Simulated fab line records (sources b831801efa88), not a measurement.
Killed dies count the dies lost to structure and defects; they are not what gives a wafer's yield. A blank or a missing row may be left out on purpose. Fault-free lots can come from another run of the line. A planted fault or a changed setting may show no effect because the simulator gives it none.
Which tool did it? / flow sky130 / 13 lots, 39 wafers sampled, at 3 steps of a route of 708

WHAT THE GAUGES SHOWED, per wafer
SKY_SD_P_CD_MEAS_07: the cd target is 380 nm. Usual: cdNm reads 379.9 nm (standard deviation 2.4).
lot=L430; measured=day 26 01:59; on=cdSem-02; cdNm (nm)=376.1 377.5 375.0; flag=
lot=L431; measured=day 26 10:04; on=cdSem-01; cdNm (nm)=382.4 382.7 380.7; flag=
lot=L434; measured=day 27 10:02; on=cdSem-01; cdNm (nm)=380.8 379.8 382.1; flag=
lot=L436; measured=day 28 03:34; on=cdSem-02; cdNm (nm)=378.6 379.3 378.4; flag=
lot=L437; measured=day 28 07:48; on=cdSem-02; cdNm (nm)=- - -; flag=OFF
lot=L441; measured=day 29 18:44; on=cdSem-02; cdNm (nm)=380.3 383.3 383.3; flag=
lot=L444; measured=day 30 16:37; on=cdSem-02; cdNm (nm)=379.8 380.1 378.9; flag=
lot=L447; measured=day 31 11:11; on=cdSem-02; cdNm (nm)=380.7 384.1 382.8; flag=
lot=L448; measured=day 31 23:12; on=cdSem-02; cdNm (nm)=377.8 375.5 375.3; flag=
lot=L451; measured=day 33 03:25; on=cdSem-02; cdNm (nm)=375.5 377.3 375.3; flag=
lot=L450; measured=day 33 08:19; on=cdSem-02; cdNm (nm)=380.9 378.8 380.5; flag=
lot=L452; measured=day 33 08:37; on=cdSem-01; cdNm (nm)=377.3 379.2 376.2; flag=
lot=L453; measured=day 33 18:59; on=cdSem-02; cdNm (nm)=380.4 381.1 380.1; flag=

SKY_SD_P_TW_MEAS_11. Usual: SD_P_TW 2843, standard deviation 18.
lot=L430; measured=day 26 02:23; on=filmMetro-01; SD_P_TW=2841 2844 2842; flag=
lot=L431; measured=day 26 10:28; on=filmMetro-01; SD_P_TW=2854 2839 2818; flag=
lot=L434; measured=day 27 10:25; on=filmMetro-02; SD_P_TW=2841 2831 2829; flag=
lot=L436; measured=day 28 03:59; on=filmMetro-03; SD_P_TW=2843 2849 2844; flag=
lot=L437; measured=day 28 08:12; on=filmMetro-02; SD_P_TW=30 30 30 30 30 30; flag=OFF
lot=L441; measured=day 29 19:08; on=filmMetro-02; SD_P_TW=2828 2841 2830; flag=
lot=L444; measured=day 30 17:02; on=filmMetro-02; SD_P_TW=2852 2860 2853; flag=
lot=L447; measured=day 31 11:34; on=filmMetro-03; SD_P_TW=2875 2890 2864; flag=
lot=L448; measured=day 31 23:35; on=filmMetro-02; SD_P_TW=2843 2827 2838; flag=
lot=L451; measured=day 33 03:50; on=filmMetro-03; SD_P_TW=2861 2861 2850; flag=
lot=L450; measured=day 33 08:44; on=filmMetro-01; SD_P_TW=2825 2825 2832; flag=
lot=L452; measured=day 33 09:02; on=filmMetro-01; SD_P_TW=2809 2823 2807; flag=
lot=L453; measured=day 33 19:24; on=filmMetro-02; SD_P_TW=2835 2827 2829; flag=

WHAT TOOL EACH LOT RAN ON (gives the tool, then ch and the chambers of the sampled wafers, and finally the start)
lot=L430; SKY_SD_P_EXPOSE_04=ilineStepper-01 ch 0, day 25 11:43
lot=L431; SKY_SD_P_EXPOSE_04=ilineStepper-02 ch 0, day 25 19:31
lot=L434; SKY_SD_P_EXPOSE_04=ilineStepper-01 ch 0, day 26 19:08
lot=L436; SKY_SD_P_EXPOSE_04=ilineStepper-02 ch 0, day 27 13:37
lot=L437; SKY_SD_P_EXPOSE_04=ilineStepper-01 ch 0, day 27 17:22
lot=L441; SKY_SD_P_EXPOSE_04=ilineStepper-02 ch 0, day 29 05:31
lot=L444; SKY_SD_P_EXPOSE_04=ilineStepper-02 ch 0, day 30 03:04
lot=L447; SKY_SD_P_EXPOSE_04=ilineStepper-01 ch 0, day 30 20:47
lot=L448; SKY_SD_P_EXPOSE_04=ilineStepper-01 ch 0, day 31 09:04
lot=L451; SKY_SD_P_EXPOSE_04=ilineStepper-01 ch 0, day 32 13:34
lot=L450; SKY_SD_P_EXPOSE_04=ilineStepper-01 ch 0, day 32 19:13
lot=L452; SKY_SD_P_EXPOSE_04=ilineStepper-02 ch 0, day 32 19:34
lot=L453; SKY_SD_P_EXPOSE_04=ilineStepper-01 ch 0, day 33 05:29
- SKY_SD_P_EXPOSE_04: exposes mask PSDM, target cd 380 nm.

WHAT THE TOOLS THEMSELVES READ (means of the sampled wafers that have a number; where no wafer has one, the mark that the record gives instead)
SKY_SD_P_EXPOSE_04. Usual: exposureDoseMJCm2 reads 138.02 (standard deviation 0.13).
lot=L430 tool=ilineStepper-01 exposureDoseMJCm2=138.01 flag=
lot=L431 tool=ilineStepper-02 exposureDoseMJCm2=137.86 flag=
lot=L434 tool=ilineStepper-01 exposureDoseMJCm2=138.04 flag=
lot=L436 tool=ilineStepper-02 exposureDoseMJCm2=137.92 flag=
lot=L437 tool=ilineStepper-01 exposureDoseMJCm2=137.96 flag=
lot=L441 tool=ilineStepper-02 exposureDoseMJCm2=138.02 flag=
lot=L444 tool=ilineStepper-02 exposureDoseMJCm2=137.87 flag=
lot=L447 tool=ilineStepper-01 exposureDoseMJCm2=137.99 flag=
lot=L448 tool=ilineStepper-01 exposureDoseMJCm2=138.00 flag=
lot=L451 tool=ilineStepper-01 exposureDoseMJCm2=137.96 flag=
lot=L450 tool=ilineStepper-01 exposureDoseMJCm2=137.99 flag=
lot=L452 tool=ilineStepper-02 exposureDoseMJCm2=138.27 flag=
lot=L453 tool=ilineStepper-01 exposureDoseMJCm2=138.10 flag=

THE ANSWER, worked out from the rows above alone
Rule: a lot is off if the mean of its wafers that have a number lies more than 3 standard deviations from the usual mean. A lot without any number at a reading at which 4 lots or more have one is off too. Any other lot the step has rows for is counted as sound. The gauges are gone through in route order, then the tools' own readings, and for those a lot's mean is taken as printed above. At the first step where some lot is off, the reading lying furthest off is the one used; lots without a number count as furthest.
Off: L437, at SKY_SD_P_CD_MEAS_07 (cdNm). Without a number there: L437.
If a tool, at a process step before that reading, ran all the lots that are off and no sound lot after the first of them, it fits. The gauges at SKY_SD_P_CD_MEAS_07 aren't tried: what is off there is off at SKY_SD_P_TW_MEAS_11 too, on other tools, and a gauge's error can't cause that. None of those tried fits.

WHAT THE SIMULATOR HAD PUT IN
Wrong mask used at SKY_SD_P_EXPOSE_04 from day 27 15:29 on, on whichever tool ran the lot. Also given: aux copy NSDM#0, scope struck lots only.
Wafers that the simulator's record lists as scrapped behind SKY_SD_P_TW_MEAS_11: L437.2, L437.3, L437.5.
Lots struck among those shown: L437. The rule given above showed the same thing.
